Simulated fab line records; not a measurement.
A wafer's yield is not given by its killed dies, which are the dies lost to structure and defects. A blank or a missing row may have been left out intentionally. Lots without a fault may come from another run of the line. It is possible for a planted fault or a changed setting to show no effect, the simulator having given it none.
Struck lot and sound lot, side by side | flow sfq-line | 25 out of 325 route steps
Sound: the wafers L352.1, L352.3, L352.5. Struck: wafer L345.5 (L345.1, L345.4, from the same lot, were not struck and are left out); the cause is given at the end.
Each step with rows lists, per side, the tool, then ch with its chambers, then its first start. Under that, the readings that differ: sound wafers | struck wafers | difference of the means | sigmas: that difference in standard deviations of wafers without a fault.
alike: same words and numbers on both sides, and readings whose means sit less than 2 such deviations apart. not compared: any withheld reading, any reading some wafer has no value for, any bound like >300 that may hide the same value, and any number with overlapping values for which the record gives no deviation.
The two part at a step that has a row with sigmas, a row that says differs or no value, or rows on one side only. Numbers that have no deviation but don't overlap get no sigmas and don't part them. Lack of a reading on every wafer of one side parts them only where that side has two or more wafers.

first, 6 steps without rows for these wafers: SFQ_TRILAYER_M7_LITHO_COAT_182 (resist thk 62 nm); SFQ_TRILAYER_M7_LITHO_COAT_177 (resist thk 600 nm); SFQ_TRILAYER_M7_LITHO_SOFTBAKE_181; SFQ_TRILAYER_M7_LITHO_EXPOSE_178 (exposes mask M7, target cd 500 nm); SFQ_TRILAYER_M7_LITHO_PEB_180 (peb time 60 s); SFQ_TRILAYER_M7_LITHO_DEVELOP_179 (time 60 s).
SFQ_M7_OVL_MEAS_945:
  sound: overlay-01 at day 79 07:30; struck: overlay-01 at day 78 03:47
  alike: M7_OVL
SFQ_TRILAYER_M7_BARC_OPEN_METAL_ETCH_229: etches BARC in O2, target depth 125 nm, time 41.7 s.
  sound on rie-metal-01 ch 0,1, day 79 07:32; struck on rie-metal-02 ch 1, day 78 03:49
  alike: drypump-motor-current-A, he-backside-leak-sccm, oes-product-au
  not compared: rf-hours-counter-h
SFQ_TRILAYER_M7_ETCH_METAL_ETCH_180: etches Nb in Cl2/Ar, stops on SiO2, target depth 240 nm, time 120 s.
  sound on rie-metal-01 ch 0,1, day 79 07:36; struck on rie-metal-02 ch 1, day 78 03:52
  reading               | sound             | struck | difference | sigmas
  oes-product-au (a.u.) | 0.901 0.904 0.899 | 0.882  | -0.019     | -2
  alike: drypump-motor-current-A, he-backside-leak-sccm
  not compared: rf-hours-counter-h
SFQ_TRILAYER_M7_STRIP_STRIP_181: strips in O2.
  sound on rie-metal-01 ch 0,1, day 79 07:43; struck on rie-metal-02 ch 1, day 78 04:00
  reading               | sound             | struck | difference | sigmas
  oes-product-au (a.u.) | 0.973 0.986 1.004 | 1.008  | +0.020     | +2
  alike: drypump-motor-current-A, he-backside-leak-sccm
  not compared: rf-hours-counter-h
then, 1 step without rows for these wafers: SFQ_TRILAYER_M7_STRIP_SOLV_CLEAN_182 (cleans in NMP, time 600 s).
SFQ_TRILAYER_I7_DEP_PECVD_183: deposits SiO2 from SiH4/N2O, time 111.11 s, target thk 500 nm.
  sound on pecvd-01 ch 0,1, day 79 08:30; struck on pecvd-03 ch 0, day 78 04:46
  reading                | sound          | struck | difference | sigmas
  throttle-valve-pct (%) | 24.1 24.0 24.2 | 27.7   | +3.6       | +3
  alike: heater-power-w
SFQ_TRILAYER_I7_CMP_CMP_184: polishes SiO2.
  sound on cmp-02 ch 1,2,3, day 79 15:59; struck on cmp-01 ch 0, day 78 07:21
  reading                                             | sound             | struck | difference | sigmas
  time-to-endpoint-s (s)                              | 207 207 221       | 175    | -37        | -4
  model.SiO2_of_TRILAYER_I7_DEP_PECVD_183.thk-nm (nm) | 197.5 199.1 200.5 | 248.2  | +49.2      |
  alike: motor-current-A
SFQ_I7_BOW_MEAS_946:
  sound: film-metro-04 at day 79 18:29; struck: film-metro-04 at day 78 07:51
  reading     | sound    | struck | difference | sigmas
  I7_BOW (um) | 14 33 14 | -11    | -31        | -3
SFQ_TRILAYER_I7_METRO_MEASURE_185:
  sound: film-metro-04 at day 79 18:36; struck: film-metro-04 at day 78 07:58
  reading     | sound             | struck | difference | sigmas
  thk-nm (nm) | 197.7 199.1 200.4 | 248.1  | +49.0      | +35
then, 6 steps without rows for these wafers: SFQ_TRILAYER_I7_VIA_LITHO_COAT_192 (resist thk 62 nm); SFQ_TRILAYER_I7_VIA_LITHO_COAT_187 (resist thk 650 nm); SFQ_TRILAYER_I7_VIA_LITHO_SOFTBAKE_191; SFQ_TRILAYER_I7_VIA_LITHO_EXPOSE_188 (exposes mask I7, target cd 1000 nm); SFQ_TRILAYER_I7_VIA_LITHO_PEB_190 (peb time 60 s); SFQ_TRILAYER_I7_VIA_LITHO_DEVELOP_189 (time 60 s).
SFQ_I7_OVL_MEAS_947:
  sound: overlay-01 at day 80 06:43; struck: overlay-02 at day 78 11:40
  alike: I7_OVL
then, 1 step without rows for these wafers: SFQ_TRILAYER_I7_VIA_BARC_OPEN_VIA_ETCH_260 (etches BARC in O2, target depth 125 nm, time 41.7 s).
SFQ_TRILAYER_I7_VIA_ETCH_VIA_ETCH_190: etches SiO2 in CHF3, stops on Nb, target depth 260 nm.
  sound on rie-diel-03 ch 0,1,3, day 80 06:48; struck on rie-diel-02 ch 0, day 78 11:44
  reading                        | sound             | struck | difference | sigmas
  oes-product-au (a.u.)          | 0.849 0.851 0.850 | 0.976  | +0.126     | +24
  model.I7.feature-depth-nm (nm) | 197.5 199.1 200.5 | 248.2  | +49.2      |
  model.etch.depth-nm (nm)       | 197.5 199.1 200.5 | 248.2  | +49.2      |
  alike: drypump-motor-current-A
SFQ_TRILAYER_I7_VIA_STRIP_STRIP_191: strips in O2.
  sound on rie-metal-02 ch 0, day 80 06:55; struck on rie-metal-01 ch 1, day 78 11:51
  alike: drypump-motor-current-A, he-backside-leak-sccm, oes-product-au
  not compared: rf-hours-counter-h

## WHERE THEY PART
At SFQ_TRILAYER_M7_ETCH_METAL_ETCH_180 first; at SFQ_TRILAYER_I7_VIA_ETCH_VIA_ETCH_190 last (within this record only). Later steps at which nothing parts them and some readings are alike: SFQ_TRILAYER_I7_VIA_STRIP_STRIP_191.

WHY: what the simulator had put in
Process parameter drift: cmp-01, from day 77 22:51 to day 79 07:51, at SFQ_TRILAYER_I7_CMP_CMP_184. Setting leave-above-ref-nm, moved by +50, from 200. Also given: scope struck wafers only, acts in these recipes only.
